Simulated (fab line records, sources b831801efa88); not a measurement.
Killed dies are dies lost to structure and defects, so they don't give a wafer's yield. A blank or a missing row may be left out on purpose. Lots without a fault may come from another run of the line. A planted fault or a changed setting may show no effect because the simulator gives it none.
Which tool did it? | flow sky130 | 14 lots, 42 wafers sampled, at 3 steps of a route of 708

WHAT THE GAUGES READ, wafer by wafer
SKY_VIA2_CD_MEAS_12: target cd 200 nm. Usual: cd_nm 199.8 nm, standard deviation 1.5.
lot  | measured     | on        | cd_nm (nm)        | flag
L192 | day 36 21:35 | cd_sem-02 | 197.8 197.8 198.7 |
L191 | day 37 02:05 | cd_sem-01 | 201.6 200.2 201.8 |
L195 | day 37 23:31 | cd_sem-01 | 198.1 197.0 198.3 |
L196 | day 38 01:26 | cd_sem-01 | 199.6 199.7 200.5 |
L197 | day 38 13:31 | cd_sem-02 | 199.5 199.3 199.4 |
L198 | day 38 15:47 | cd_sem-02 | 199.3 200.6 199.8 |
L200 | day 39 05:11 | cd_sem-01 | 199.1 198.4 199.1 |
L201 | day 39 11:19 | cd_sem-01 | 197.9 198.4 199.0 |
L206 | day 41 00:53 | cd_sem-02 | 202.9 200.2 201.5 |
L208 | day 41 17:44 | cd_sem-02 | 200.8 202.5 200.3 |
L210 | day 41 21:55 | cd_sem-02 | 201.1 201.8 201.8 |
L211 | day 42 05:16 | cd_sem-01 | 200.1 198.5 199.2 |
L213 | day 43 04:13 | cd_sem-02 | 198.3 198.0 199.4 |
L214 | day 43 13:31 | cd_sem-02 | 202.2 200.7 201.4 |

WHICH TOOL RAN EACH LOT (tool, then ch and the chambers of the sampled wafers, then the start)
lot  | SKY_METAL2_ETCH_18                | SKY_VIA2_CMP_02
L192 | rie_metal-04 ch 0,1, day 35 19:08 | cmp-02 ch 0,3, day 35 20:03
L191 | rie_metal-04 ch 0,1, day 35 22:43 | cmp-01 ch 0,1,3, day 35 23:42
L195 | rie_metal-04 ch 0,1, day 36 20:28 | cmp-01 ch 0,2,3, day 36 21:26
L196 | rie_metal-01 ch 0,1, day 36 22:49 | cmp-01 ch 0,1,3, day 36 23:53
L197 | rie_metal-04 ch 0,1, day 37 10:52 | cmp-02 ch 0,3, day 37 11:50
L198 | rie_metal-04 ch 0,1, day 37 12:38 | cmp-01 ch 0,2,3, day 37 13:39
L200 | rie_metal-04 ch 0,1, day 38 03:16 | cmp-02 ch 1,2,3, day 38 04:14
L201 | rie_metal-03 ch 0,1, day 38 09:14 | cmp-01 ch 0,3, day 38 10:08
L206 | rie_metal-03 ch 1, day 39 22:43   | cmp-02 ch 0,3, day 39 23:45
L208 | rie_metal-03 ch 0,1, day 40 16:40 | cmp-02 ch 0,3, day 40 17:40
L210 | rie_metal-01 ch 1, day 40 20:19   | cmp-02 ch 0,1, day 40 21:20
L211 | rie_metal-04 ch 0,1, day 41 04:10 | cmp-01 ch 1,2,3, day 41 05:10
L213 | rie_metal-03 ch 0,1, day 42 03:43 | cmp-01 ch 1,2,3, day 42 04:39
L214 | rie_metal-01 ch 0,1, day 42 13:02 | cmp-02 ch 0,2,3, day 42 13:59
- SKY_METAL2_ETCH_18: etches BARC in N2/H2, stops on SiO2, time 45.9 s, target depth 60 nm.
- SKY_VIA2_CMP_02: polishes SiO2.

WHAT THE TOOLS THEMSELVES READ (means of the sampled wafers that have a number; where no wafer has one, the mark that the record gives instead)
SKY_METAL2_ETCH_18. Usual: bias_w 99.98 W, standard deviation 0.27; chamber_pressure_mTorr 30.00 mTorr, standard deviation 0.03; drypump_motor_current_A 5.7 A, standard deviation 0.42; oes_product_au 0.854 a.u., standard deviation 0.0046; throttle_valve_pct 13.225 %, standard deviation 0.0097.
lot  | tool         | bias_w (W) | chamber_pressure_mTorr (mTorr) | drypump_motor_current_A (A) | oes_product_au (a.u.) | throttle_valve_pct (%) | flag
L192 | rie_metal-04 | 99.85      | 29.99                          | 5.6                         | 0.855                 | 13.229                 |
L191 | rie_metal-04 | 100.36     | 29.99                          | 5.6                         | 0.857                 | 13.226                 |
L195 | rie_metal-04 | 99.70      | 30.00                          | 5.7                         | 0.853                 | 13.227                 |
L196 | rie_metal-01 | 99.91      | 30.01                          | 5.5                         | 0.852                 | 13.219                 |
L197 | rie_metal-04 | 99.90      | 30.00                          | 6.0                         | 0.856                 | 13.223                 |
L198 | rie_metal-04 | 100.06     | 30.00                          | 6.0                         | 0.860                 | 13.220                 |
L200 | rie_metal-04 | 99.99      | 29.99                          | 6.0                         | 0.857                 | 13.219                 |
L201 | rie_metal-03 | 100.00     | 29.99                          | 5.6                         | 0.854                 | 13.222                 |
L206 | rie_metal-03 | 100.39     | 29.99                          | 5.7                         | 0.853                 | 13.225                 |
L208 | rie_metal-03 | 99.79      | 30.00                          | 5.6                         | 0.858                 | 13.228                 |
L210 | rie_metal-01 | 99.62      | 30.00                          | 5.7                         | 0.855                 | 13.234                 |
L211 | rie_metal-04 | 100.31     | 29.97                          | 5.7                         | 0.855                 | 13.235                 |
L213 | rie_metal-03 | 99.97      | 29.95                          | 5.6                         | 0.855                 | 13.222                 |
L214 | rie_metal-01 | 100.07     | 30.01                          | 5.6                         | 0.851                 | 13.232                 |

SKY_VIA2_CMP_02. Usual: motor_current_A 12.3 A, standard deviation 1.3.
lot  | tool   | motor_current_A (A) | flag
L192 | cmp-02 | 11.6                |
L191 | cmp-01 | 12.0                |
L195 | cmp-01 | 11.7                |
L196 | cmp-01 | 12.2                |
L197 | cmp-02 | 10.7                |
L198 | cmp-01 | 11.8                |
L200 | cmp-02 | 13.2                |
L201 | cmp-01 | 12.3                |
L206 | cmp-02 | 11.2                |
L208 | cmp-02 | 10.9                |
L210 | cmp-02 | 11.7                |
L211 | cmp-01 | 12.3                |
L213 | cmp-01 | 12.1                |
L214 | cmp-02 | 11.8                |

THE ANSWER, worked out from the rows above alone
Rule: a lot is off if the mean of its wafers that have a number lies more than 3 standard deviations from the usual mean. A lot without any number at a reading at which 4 lots or more have one is off too. The other lots that the step has rows for count as sound. The gauges are gone through in route order, then the tools' own readings, and for those a lot's mean is taken as printed above. The first step at which some lot is off is used, and at that step the reading that is off furthest; a lot without a number counts as furthest.
No lot is off at any reading shown: from this, nothing can be told.

WHAT THE SIMULATOR HAD PUT IN
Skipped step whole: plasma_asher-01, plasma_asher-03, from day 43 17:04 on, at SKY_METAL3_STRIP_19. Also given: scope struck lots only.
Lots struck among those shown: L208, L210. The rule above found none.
